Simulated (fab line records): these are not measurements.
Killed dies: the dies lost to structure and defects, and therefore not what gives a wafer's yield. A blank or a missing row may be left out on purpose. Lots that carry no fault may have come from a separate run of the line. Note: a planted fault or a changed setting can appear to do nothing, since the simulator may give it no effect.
fab line records / flow sky130
[record] lots = 14 wafers = 42 last_day = 50
route steps=708 shown VIA1@469 PAD_OPEN@708
lots untouched by any fault: they come from a run of this same line in which no faults occurred
start_h: start of the lot's first displayed wafer, in hours after the record's first day / wait_h: hours elapsed since this lot's preceding step / " same as the row above / L1.1+2: a single row standing in for several wafers / - no value, or no start given / * or withheld: withheld / < > ~ a bound
route shown NAME@n: a module of which the file shows steps, and the number in the route of the first / usual: average and standard deviation across the fault-free wafers / same: alike in all rows / chamber/n: place in a boat / sites: each site's reading / _std_site: standard deviation of those values / _edge_site: inner sites' mean taken away from outer sites' mean / radius_mm: how far each site lies from the wafer's centre / mask NAME#n: copy n / behind: the tool/chamber that last shaped the wafer / hold: why the lot was held/for how many hours/how that ended / device: which transistor (n, p or np) failed to switch / end of line: tests run on the same wafers once the route is complete / a step with no rows: only its recipe / killed: dies lost to structure and defects at the first sort, not the wafer's yield / map: per-die view of a wafer (x killed, . not killed, _ where there is no die)
set.NAME: the setting the step ran with; set.NAME@STEP: the setting that earlier step ran with / model.NAME: the simulator's own value behind a step, which no gauge read
steps of the route over a sample of lots; a table a step, a row a wafer
[[steps]]
[step SKY_VIA1_DEVELOP_11]
[recipe] develop_time_s = 60 resist = KrF-thick dev_temp_c = 21
[usual] developer_temp_C = 20.97/0.094
lot.wafer=L544.4 tool=litho_track-03 chamber=0 start_h=775 wait_h=- developer_temp_C=21.02
lot.wafer=L544.5 tool=litho_track-03 chamber=0 start_h=775 wait_h=- developer_temp_C=21.11
lot.wafer=L544.6 tool=litho_track-03 chamber=0 start_h=775 wait_h=- developer_temp_C=20.93
lot.wafer=L546.3 tool=litho_track-02 chamber=0 start_h=797 wait_h=- developer_temp_C=21.03
lot.wafer=L546.5 tool=litho_track-02 chamber=0 start_h=797 wait_h=- developer_temp_C=20.93
lot.wafer=L546.6 tool=litho_track-02 chamber=0 start_h=797 wait_h=- developer_temp_C=20.98
lot.wafer=L547.3 tool=litho_track-04 chamber=0 start_h=803 wait_h=- developer_temp_C=21.03
lot.wafer=L547.4 tool=litho_track-04 chamber=0 start_h=803 wait_h=- developer_temp_C=21.12
lot.wafer=L547.6 tool=litho_track-04 chamber=0 start_h=803 wait_h=- developer_temp_C=20.96
lot.wafer=L548.2 tool=litho_track-02 chamber=0 start_h=812 wait_h=- developer_temp_C=21.02
lot.wafer=L548.4 tool=litho_track-02 chamber=0 start_h=812 wait_h=- developer_temp_C=20.88
lot.wafer=L548.6 tool=litho_track-02 chamber=0 start_h=812 wait_h=- developer_temp_C=21.07
lot.wafer=L553.2 tool=litho_track-04 chamber=0 start_h=882 wait_h=- developer_temp_C=20.03
lot.wafer=L553.4 tool=litho_track-04 chamber=0 start_h=882 wait_h=- developer_temp_C=20.18
lot.wafer=L553.6 tool=litho_track-04 chamber=0 start_h=882 wait_h=- developer_temp_C=20.11
lot.wafer=L555.1 tool=litho_track-04 chamber=0 start_h=886 wait_h=- developer_temp_C=20.12
lot.wafer=L555.4 tool=litho_track-04 chamber=0 start_h=886 wait_h=- developer_temp_C=20.23
lot.wafer=L555.5 tool=litho_track-04 chamber=0 start_h=886 wait_h=- developer_temp_C=20.21
lot.wafer=L556.1 tool=litho_track-03 chamber=0 start_h=888 wait_h=- developer_temp_C=20.94
lot.wafer=L556.4 tool=litho_track-03 chamber=0 start_h=888 wait_h=- developer_temp_C=21.02
lot.wafer=L556.5 tool=litho_track-03 chamber=0 start_h=888 wait_h=- developer_temp_C=21.04
lot.wafer=L560.1 tool=litho_track-03 chamber=0 start_h=915 wait_h=- developer_temp_C=21.01
lot.wafer=L560.2 tool=litho_track-03 chamber=0 start_h=915 wait_h=- developer_temp_C=21.18
lot.wafer=L560.4 tool=litho_track-03 chamber=0 start_h=915 wait_h=- developer_temp_C=20.96
lot.wafer=L561.1 tool=litho_track-03 chamber=0 start_h=921 wait_h=- developer_temp_C=20.83
lot.wafer=L561.4 tool=litho_track-03 chamber=0 start_h=921 wait_h=- developer_temp_C=20.77
lot.wafer=L561.6 tool=litho_track-03 chamber=0 start_h=921 wait_h=- developer_temp_C=20.85
lot.wafer=L562.2 tool=litho_track-02 chamber=0 start_h=928 wait_h=- developer_temp_C=21.01
lot.wafer=L562.4 tool=litho_track-02 chamber=0 start_h=928 wait_h=- developer_temp_C=20.98
lot.wafer=L562.5 tool=litho_track-02 chamber=0 start_h=928 wait_h=- developer_temp_C=21.01
lot.wafer=L564.1 tool=litho_track-03 chamber=0 start_h=937 wait_h=- developer_temp_C=21.00
lot.wafer=L564.2 tool=litho_track-03 chamber=0 start_h=937 wait_h=- developer_temp_C=21.07
lot.wafer=L564.3 tool=litho_track-03 chamber=0 start_h=937 wait_h=- developer_temp_C=21.02
lot.wafer=L565.1 tool=litho_track-02 chamber=0 start_h=947 wait_h=- developer_temp_C=20.91
lot.wafer=L565.2 tool=litho_track-02 chamber=0 start_h=947 wait_h=- developer_temp_C=20.98
lot.wafer=L565.4 tool=litho_track-02 chamber=0 start_h=947 wait_h=- developer_temp_C=20.94
lot.wafer=L566.2 tool=litho_track-04 chamber=0 start_h=947 wait_h=- developer_temp_C=20.90
lot.wafer=L566.4 tool=litho_track-04 chamber=0 start_h=947 wait_h=- developer_temp_C=21.01
lot.wafer=L566.6 tool=litho_track-04 chamber=0 start_h=947 wait_h=- developer_temp_C=20.84
lot.wafer=L567.1 tool=litho_track-03 chamber=0 start_h=948 wait_h=- developer_temp_C=20.93
lot.wafer=L567.4 tool=litho_track-03 chamber=0 start_h=948 wait_h=- developer_temp_C=20.96
lot.wafer=L567.6 tool=litho_track-03 chamber=0 start_h=948 wait_h=- developer_temp_C=21.16
[step SKY_PAD_OPEN_PROBE_99]
[usual] defect_limited_yield = 82.3/1.8 killed_at_M0_to_M3 = 44/7.2 killed_at_M4_up = 3.1/1.8 killed_at_contacts = 24/4.5 killed_at_front_end = 16/4.4 killed_at_other = 0.2/0.42 killed_dies = 87/8.9 killed_open = 48/6.4 killed_short = 39/6.2 sort_bin_3_pad_short = 0.9/0.46 sort_bin_5_function = 10.5/1.6 sort_bin_6_memory = 6.3/1.1 sort_n_pass = 405/8.9 sort_yield_pct = 82.3/1.8
[same] gross_dies = 492 killed_at_back_side = 0 sort_bin_4_leakage[%] = 0 sort_bin_8_speed[%] = 0
lot.wafer=L555.5 tool=prober-02 chamber=- start_h=1139.51 wait_h=0.2 defect_limited_yield[%]=80.7 killed_at_M0_to_M3=52 killed_at_M4_up=4 killed_at_contacts=21 killed_at_front_end=18 killed_at_other=0 killed_dies=95 killed_open=49 killed_short=46 sort_bin_3_pad_short[%]=1.6 sort_bin_5_function[%]=9.3 sort_bin_6_memory[%]=8.3 sort_n_pass=397 sort_yield_pct[%]=80.7
// killed by level:class
L555.5 VIA1:geometric_particle:open=11 METAL2:geometric_particle:short=8 VIA3:geometric_particle:open=8 CONTACT:geometric_particle:open=7 LI_CONTACT:geometric_particle:open=5 VIA1:geometric_particle:short=5 VIA2:geometric_particle:open=5 FIELD_ISO:geometric_particle:short=4
[[key]]
[first_sign] step = SKY_VIA1_DEVELOP_11 reading = developer_temp_C direction = down sigmas = 8.8 usual = * struck = *
effect none on later readings
met_at SKY_VIA1_DEVELOP_11
struck_lots L553,L555
onset_between 803 882
[fault] kind = process_parameter_drift tool = litho_track-04 chamber = - onset_h = 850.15 steps = SKY_VIA1_DEVELOP_11 channel = dev_temp_c offset = * shape = step end_h = 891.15 acts_in = * stated = *
